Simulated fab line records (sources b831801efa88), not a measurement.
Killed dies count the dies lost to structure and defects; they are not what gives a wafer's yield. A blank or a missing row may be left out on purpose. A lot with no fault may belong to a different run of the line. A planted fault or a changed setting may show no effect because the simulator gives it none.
The tool behind it: which one? | flow gf180mcu | Sampling: 14 lots, 42 wafers, 5 of 602 route steps

WHAT THE GAUGES SHOWED, per wafer
GF_VT_IMPLANT_TW_MEAS_21. Usual: for VT_IMPLANT_2_TW the level is 1215 and the standard deviation is 11.
lot  | measured     | on            | VT_IMPLANT_2_TW | flag
L993 | day 6 21:16  | film_metro-04 | 1205 1208 1208  |
L994 | day 7 01:51  | film_metro-01 | 1229 1224 1227  |
L995 | day 7 08:11  | film_metro-02 | 1220 1224 1227  |
L996 | day 7 15:24  | film_metro-04 | 1210 1205 1203  |
L997 | day 7 21:05  | film_metro-04 | 1205 1206 1209  |
L998 | day 8 02:57  | film_metro-02 | 1225 1225 1225  |
L101 | day 9 00:28  | film_metro-04 | 1203 1200 1198  |
L102 | day 9 06:04  | film_metro-04 | 1203 1198 1193  |
L105 | day 10 00:24 | film_metro-04 | 1201 1195 1200  |
L108 | day 10 19:06 | film_metro-02 | 1225 1223 1228  |
L109 | day 11 03:34 | film_metro-01 | 1223 1225 1220  |
L110 | day 11 09:17 | film_metro-02 | 1217 1224 1214  |
L112 | day 11 20:47 | film_metro-04 | 1198 1212 1204  |
L113 | day 12 04:22 | film_metro-04 | 1202 1199 1204  |

GF_VT_IMPLANT_TW_MEAS_43. Usual: for VT_IMPLANT_4_TW the level is 690 and the standard deviation is 6.9.
lot  | measured     | on            | VT_IMPLANT_4_TW | flag
L993 | day 8 06:19  | film_metro-01 | 695 696 698     |
L994 | day 8 10:30  | film_metro-01 | 695 697 694     |
L995 | day 8 18:26  | film_metro-01 | 695 697 699     |
L996 | day 9 00:50  | film_metro-01 | 695 695 693     |
L997 | day 9 06:56  | film_metro-04 | 683 680 682     |
L998 | day 9 13:36  | film_metro-01 | 696 695 699     |
L101 | day 10 12:43 | film_metro-04 | 682 680 678     |
L102 | day 10 17:47 | film_metro-04 | 683 683 683     |
L105 | day 11 13:03 | film_metro-01 | 695 696 696     |
L108 | day 12 08:30 | film_metro-04 | 683 682 683     |
L109 | day 12 17:14 | film_metro-01 | 693 693 695     |
L110 | day 12 23:13 | film_metro-02 | 691 693 694     |
L112 | day 13 12:47 | film_metro-02 | 697 698 697     |
L113 | day 13 19:53 | film_metro-02 | 698 699 695     |

GF_VT_IMPLANT_RS_MEAS_48: uses a four-point probe to measure. Usual: for LVPWELL_RS the level is 1195 ohm/sq and the standard deviation is 3.
lot  | measured     | on            | LVPWELL_RS (ohm/sq) | flag
L993 | day 8 06:47  | film_metro-02 | 1196 1190 1191      |
L994 | day 8 10:58  | film_metro-04 | 1193 1196 1196      |
L995 | day 8 18:54  | film_metro-03 | 1192 1191 1193      |
L996 | day 9 01:18  | film_metro-02 | 1199 1199 1202      |
L997 | day 9 07:24  | film_metro-02 | 1191 1191 1191      |
L998 | day 9 14:04  | film_metro-04 | 1194 1198 1198      |
L101 | day 10 13:10 | film_metro-04 | 1201 1200 1204      |
L102 | day 10 18:15 | film_metro-04 | 1197 1198 1199      |
L105 | day 11 13:34 | film_metro-03 | 1198 1201 1198      |
L108 | day 12 08:58 | film_metro-02 | 1195 1190 1189      |
L109 | day 12 17:47 | film_metro-03 | 1193 1195 1197      |
L110 | day 12 23:46 | film_metro-03 | 1196 1196 1200      |
L112 | day 13 13:14 | film_metro-03 | 1194 1198 1196      |
L113 | day 13 20:20 | film_metro-02 | 1199 1194 1196      |

GF_HV_LDD_OVL_MEAS_47. Usual: for HV_LDD_03_OVL the level is 0.4 nm and the standard deviation is 1.4.
lot  | measured     | on         | HV_LDD_03_OVL (nm) | flag
L993 | day 13 05:16 | overlay-01 | 2.6 1.1 2.2        |
L994 | day 13 09:57 | overlay-01 | -0.1 2.2 0.2       |
L995 | day 13 19:41 | overlay-01 | 1.7 0.5 2.8        |
L996 | day 14 03:54 | overlay-02 | 2.4 1.3 0.3        |
L997 | day 14 11:50 | overlay-02 | -0.2 0.2 0.1       |
L998 | day 14 20:01 | overlay-01 | 0.5 1.1 -0.2       |
L101 | day 15 23:25 | overlay-02 | 1.5 0.1 0.1        |
L102 | day 16 03:42 | overlay-01 | 0.5 -0.1 -1.6      |
L105 | day 17 03:11 | overlay-01 | -1.3 0.7 -0.5      |
L108 | day 18 01:24 | overlay-02 | 241.8 244.7 243.1  | OFF
L109 | day 18 11:49 | overlay-02 | 241.5 242.5 242.3  | OFF
L110 | day 18 18:38 | overlay-02 | 242.6 241.3 241.6  | OFF
L112 | day 19 10:59 | overlay-02 | 240.6 241.7 241.7  | OFF
L113 | day 19 21:47 | overlay-02 | 1.2 0.4 0.1        |

EACH LOT AND THE TOOL THAT RAN IT (in order: tool; ch and the chambers of the sampled wafers; start)
lot  | GF_HV_LDD_EXPOSE_43
L993 | iline_stepper-02 ch 0, day 12 19:45
L994 | iline_stepper-02 ch 0, day 12 23:16
L995 | iline_stepper-02 ch 0, day 13 09:31
L996 | iline_stepper-02 ch 0, day 13 17:35
L997 | iline_stepper-01 ch 0, day 14 01:31
L998 | iline_stepper-02 ch 0, day 14 10:10
L101 | iline_stepper-01 ch 0, day 15 12:41
L102 | iline_stepper-01 ch 0, day 15 16:44
L105 | iline_stepper-02 ch 0, day 16 15:55
L108 | iline_stepper-02 ch 0, day 17 13:49
L109 | iline_stepper-02 ch 0, day 18 00:20
L110 | iline_stepper-02 ch 0, day 18 06:25
L112 | iline_stepper-02 ch 0, day 18 22:34
L113 | iline_stepper-01 ch 0, day 19 09:23
- GF_HV_LDD_EXPOSE_43: exposes mask Pplus HV AREA, target cd 400 nm.

WHAT THE TOOLS THEMSELVES READ (means of the sampled wafers that have a number; where no wafer has one, the mark that the record gives instead)
GF_HV_LDD_EXPOSE_43. Usual: focus_offset_nm -0.1 nm, standard deviation 0.55; reticle_temp_C 23.00 C, standard deviation 0.1.
lot  | tool             | focus_offset_nm (nm) | reticle_temp_C (C) | flag
L993 | iline_stepper-02 | -0.6                 | 22.99              |
L994 | iline_stepper-02 | 0.5                  | 23.06              |
L995 | iline_stepper-02 | 0.0                  | 23.01              |
L996 | iline_stepper-02 | 0.2                  | 22.96              |
L997 | iline_stepper-01 | -0.3                 | 22.93              |
L998 | iline_stepper-02 | -0.6                 | 22.83              |
L101 | iline_stepper-01 | 0.4                  | 23.02              |
L102 | iline_stepper-01 | 0.1                  | 23.11              |
L105 | iline_stepper-02 | 0.2                  | 22.99              |
L108 | iline_stepper-02 | -0.0                 | 22.97              |
L109 | iline_stepper-02 | -0.1                 | 23.00              |
L110 | iline_stepper-02 | 0.2                  | 22.98              |
L112 | iline_stepper-02 | -0.5                 | 23.02              |
L113 | iline_stepper-01 | -0.6                 | 22.93              |

THE ANSWER, worked out from the rows above alone
Rule: lot off if the mean of its wafers having a number is beyond 3 standard deviations from the usual mean. Also off: a lot with no number at a reading for which 4 or more lots have one. The other lots that the step has rows for count as sound. First the gauges in route order, then the tools' own readings, where a lot's mean is used as printed above. At the first step where some lot is off, the reading lying furthest off is the one used; lots without a number count as furthest.
Off: L108, L109, L110, L112, at GF_HV_LDD_OVL_MEAS_47 (HV_LDD_03_OVL).
If a tool, at a process step before that reading, ran all the lots that are off and no sound lot after the first of them, it fits. The gauges at GF_HV_LDD_OVL_MEAS_47 are tried like those tools. One fits: GF_HV_LDD_EXPOSE_43 on iline_stepper-02. Its last sound lot is L105 (day 16 15:55), its first lot that is off L108 (day 17 13:49): a fault that began between those two fits.

WHAT THE SIMULATOR HAD PUT IN
Scanner matching overlay: iline_stepper-02, from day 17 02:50 on, at GF_HV_LDD_EXPOSE_43. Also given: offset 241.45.
Struck lots among those shown: L108, L109, L110, L112. The same result came from the rule above.
